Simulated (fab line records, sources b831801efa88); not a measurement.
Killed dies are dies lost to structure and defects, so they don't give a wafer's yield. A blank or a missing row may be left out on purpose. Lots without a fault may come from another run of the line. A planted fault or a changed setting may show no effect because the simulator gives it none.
Which tool did it? | flow gf180mcu | 13 lots, 39 wafers sampled, at 5 steps of a route of 602

WHAT THE GAUGES READ, wafer by wafer
GF_HV_LDD_TW_MEAS_23. Usual: HV_LDD_2_TW 1046, standard deviation 17.
lot  | measured     | on            | HV_LDD_2_TW    | flag
L988 | day 11 01:14 | film_metro-03 | 1031 1029 1024 |
L989 | day 11 05:46 | film_metro-01 | 1063 1065 1065 |
L990 | day 11 13:04 | film_metro-01 | 1064 1066 1068 |
L991 | day 12 04:33 | film_metro-03 | 1026 1028 1019 |
L992 | day 12 11:33 | film_metro-02 | 1057 1061 1059 |
L996 | day 13 12:11 | film_metro-01 | 1062 1066 1058 |
L995 | day 13 12:30 | film_metro-03 | 1032 1032 1027 |
L997 | day 13 23:35 | film_metro-02 | 1062 1060 1060 |
L999 | day 14 15:48 | film_metro-02 | 1062 1060 1055 |
L100 | day 14 23:28 | film_metro-03 | 1033 1024 1037 |
L103 | day 15 22:20 | film_metro-03 | 1027 1025 1019 |
L105 | day 16 15:58 | film_metro-01 | 1067 1064 1062 |
L107 | day 17 07:59 | film_metro-02 | 1055 1061 1067 |

GF_HV_LDD_CD_MEAS_31: target cd 400 nm. Usual: cd_nm 400.5 nm, standard deviation 2.
lot  | measured     | on        | cd_nm (nm)        | flag
L988 | day 11 20:30 | cd_sem-01 | 399.4 400.4 400.0 |
L989 | day 12 01:01 | cd_sem-01 | 399.9 399.4 400.0 |
L990 | day 12 08:05 | cd_sem-02 | 399.5 398.8 399.5 |
L991 | day 13 00:30 | cd_sem-01 | 397.7 400.2 398.4 |
L992 | day 13 07:33 | cd_sem-01 | 400.4 398.7 400.0 |
L996 | day 14 09:22 | cd_sem-01 | 399.4 397.8 400.9 |
L995 | day 14 09:57 | cd_sem-01 | 401.6 400.3 400.0 |
L997 | day 14 20:56 | cd_sem-01 | 400.1 398.3 397.8 |
L999 | day 15 12:33 | cd_sem-01 | 397.3 397.0 397.2 |
L100 | day 15 21:18 | cd_sem-01 | 402.6 400.7 403.1 |
L103 | day 16 20:56 | cd_sem-01 | 399.8 398.4 400.3 |
L105 | day 17 15:06 | cd_sem-02 | 401.9 400.1 404.1 |
L107 | day 18 07:51 | cd_sem-02 | 403.8 405.3 402.4 |

GF_HV_LDD_TW_MEAS_50. Usual: HV_LDD_4_TW 567, standard deviation 8.7.
lot  | measured     | on            | HV_LDD_4_TW | flag
L988 | day 12 17:43 | film_metro-01 | 575 573 574 |
L989 | day 12 22:57 | film_metro-03 | 557 553 556 |
L990 | day 13 04:26 | film_metro-03 | 556 557 556 |
L991 | day 13 22:40 | film_metro-01 | 573 574 576 |
L992 | day 14 04:41 | film_metro-01 | 574 574 572 |
L996 | day 15 10:11 | film_metro-02 | 572 568 571 |
L995 | day 15 11:13 | film_metro-02 | 567 567 568 |
L997 | day 15 19:31 | film_metro-01 | 573 567 570 |
L999 | day 16 12:08 | film_metro-03 | 555 559 556 |
L100 | day 16 21:02 | film_metro-02 | 569 572 573 |
L103 | day 17 21:43 | film_metro-03 | 553 555 555 |
L105 | day 18 16:13 | film_metro-01 | 703 705 705 | OFF
L107 | day 19 08:21 | film_metro-03 | 680 680 683 | OFF

WHICH TOOL RAN EACH LOT (tool, then ch and the chambers of the sampled wafers, then the start)
lot  | GF_HV_LDD_IMPLANT_48            | GF_HV_LDD_STRIP_49
L988 | implanter-02 ch 0, day 12 17:28 | plasma_asher-03 ch 0,1, day 12 17:37
L989 | implanter-01 ch 0, day 12 22:43 | plasma_asher-02 ch 0,1, day 12 22:50
L990 | implanter-02 ch 0, day 13 04:11 | plasma_asher-03 ch 0,1, day 13 04:20
L991 | implanter-01 ch 0, day 13 22:25 | plasma_asher-03 ch 0, day 13 22:34
L992 | implanter-01 ch 0, day 14 04:26 | plasma_asher-03 ch 0,1, day 14 04:35
L996 | implanter-04 ch 0, day 15 09:56 | plasma_asher-02 ch 0,1, day 15 10:05
L995 | implanter-04 ch 0, day 15 10:59 | plasma_asher-01 ch 0,1, day 15 11:07
L997 | implanter-04 ch 0, day 15 19:17 | plasma_asher-02 ch 0,1, day 15 19:25
L999 | implanter-01 ch 0, day 16 11:53 | plasma_asher-02 ch 0,1, day 16 12:02
L100 | implanter-04 ch 0, day 16 20:47 | plasma_asher-01 ch 1, day 16 20:56
L103 | implanter-02 ch 0, day 17 21:28 | plasma_asher-03 ch 0,1, day 17 21:37
L105 | implanter-02 ch 0, day 18 15:59 | plasma_asher-02 ch 0, day 18 16:06
L107 | implanter-02 ch 0, day 19 08:06 | plasma_asher-01 ch 0, day 19 08:15
- GF_HV_LDD_IMPLANT_48
- GF_HV_LDD_STRIP_49: strips in O2/N2.

WHAT THE TOOLS THEMSELVES READ (means of the sampled wafers that have a number; where no wafer has one, the mark that the record gives instead)
GF_HV_LDD_IMPLANT_48. Usual: dose_ions_cm2 3e+13, standard deviation 3.1e+10; faraday_current_uA 169, standard deviation 3.4.
lot  | tool         | dose_ions_cm2 | faraday_current_uA | flag
L988 | implanter-02 | 3e+13         | 170                |
L989 | implanter-01 | 3e+13         | 166                |
L990 | implanter-02 | 3e+13         | 170                |
L991 | implanter-01 | 3e+13         | 169                |
L992 | implanter-01 | 3e+13         | 172                |
L996 | implanter-04 | 3e+13         | 168                |
L995 | implanter-04 | 3e+13         | 172                |
L997 | implanter-04 | 3e+13         | 170                |
L999 | implanter-01 | 3e+13         | 168                |
L100 | implanter-04 | 3e+13         | 169                |
L103 | implanter-02 | 3e+13         | 168                |
L105 | implanter-02 | 6e+13         | 321                | OFF
L107 | implanter-02 | 6e+13         | 317                | OFF

GF_HV_LDD_STRIP_49. Usual: drypump_motor_current_A 6.0 A, standard deviation 0.41; heater_power_w 324 W, standard deviation 55; oes_product_au 0.715 a.u., standard deviation 0.0048; strip_time_to_endpoint_s 12.58 s, standard deviation 0.034.
lot  | tool            | drypump_motor_current_A (A) | heater_power_w (W) | oes_product_au (a.u.) | strip_time_to_endpoint_s (s) | flag
L988 | plasma_asher-03 | 6.1                         | 284                | 0.716                 | 12.66                        |
L989 | plasma_asher-02 | 6.0                         | 335                | 0.716                 | 12.60                        |
L990 | plasma_asher-03 | 6.3                         | 283                | 0.715                 | 12.63                        |
L991 | plasma_asher-03 | 5.8                         | 289                | 0.722                 | 12.60                        |
L992 | plasma_asher-03 | 6.0                         | 284                | 0.718                 | 12.56                        |
L996 | plasma_asher-02 | 5.9                         | 382                | 0.712                 | 12.56                        |
L995 | plasma_asher-01 | 5.4                         | 327                | 0.712                 | 12.58                        |
L997 | plasma_asher-02 | 6.0                         | 344                | 0.716                 | 12.61                        |
L999 | plasma_asher-02 | 6.1                         | 342                | 0.720                 | 12.54                        |
L100 | plasma_asher-01 | 5.7                         | 339                | 0.715                 | 12.61                        |
L103 | plasma_asher-03 | 6.0                         | 288                | 0.722                 | 12.52                        |
L105 | plasma_asher-02 | 5.7                         | 426                | 0.715                 | 12.54                        |
L107 | plasma_asher-01 | 5.2                         | 318                | 0.719                 | 12.58                        |

THE ANSWER, worked out from the rows above alone
Rule: a lot is off if the mean of its wafers that have a number lies more than 3 standard deviations from the usual mean. A lot without any number at a reading at which 4 lots or more have one is off too. The other lots that the step has rows for count as sound. The gauges are gone through in route order, then the tools' own readings, and for those a lot's mean is taken as printed above. The first step at which some lot is off is used, and at that step the reading that is off furthest; a lot without a number counts as furthest.
Off: L105, L107, at GF_HV_LDD_TW_MEAS_50 (HV_LDD_4_TW).
A tool fits if, at a process step before that reading, it ran every lot that is off, and no sound lot after the first of them. The gauges at GF_HV_LDD_TW_MEAS_50 aren't tried: what is off there is off at GF_HV_LDD_IMPLANT_48 too, on other tools, and a gauge's error can't cause that. One fits: implanter-02 at GF_HV_LDD_IMPLANT_48. Its last sound lot is L103 (day 17 21:28), its first lot that is off L105 (day 18 15:59): a fault that began between those two fits.
The tool's own readings at GF_HV_LDD_IMPLANT_48 bear it out: on the lots that are off they differ by more than 5 times the standard deviation of the sound lots' means. dose_ions_cm2 reads 6e+13 there against 3e+13 on the sound lots; faraday_current_uA reads 319 there against 169 on the sound lots.

WHAT THE SIMULATOR HAD PUT IN
Process parameter drift: implanter-02, from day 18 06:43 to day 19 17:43, at GF_HV_LDD_IMPLANT_48. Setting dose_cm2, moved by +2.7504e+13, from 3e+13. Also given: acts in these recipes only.
Lots struck among those shown: L105, L107. The rule above found the same.
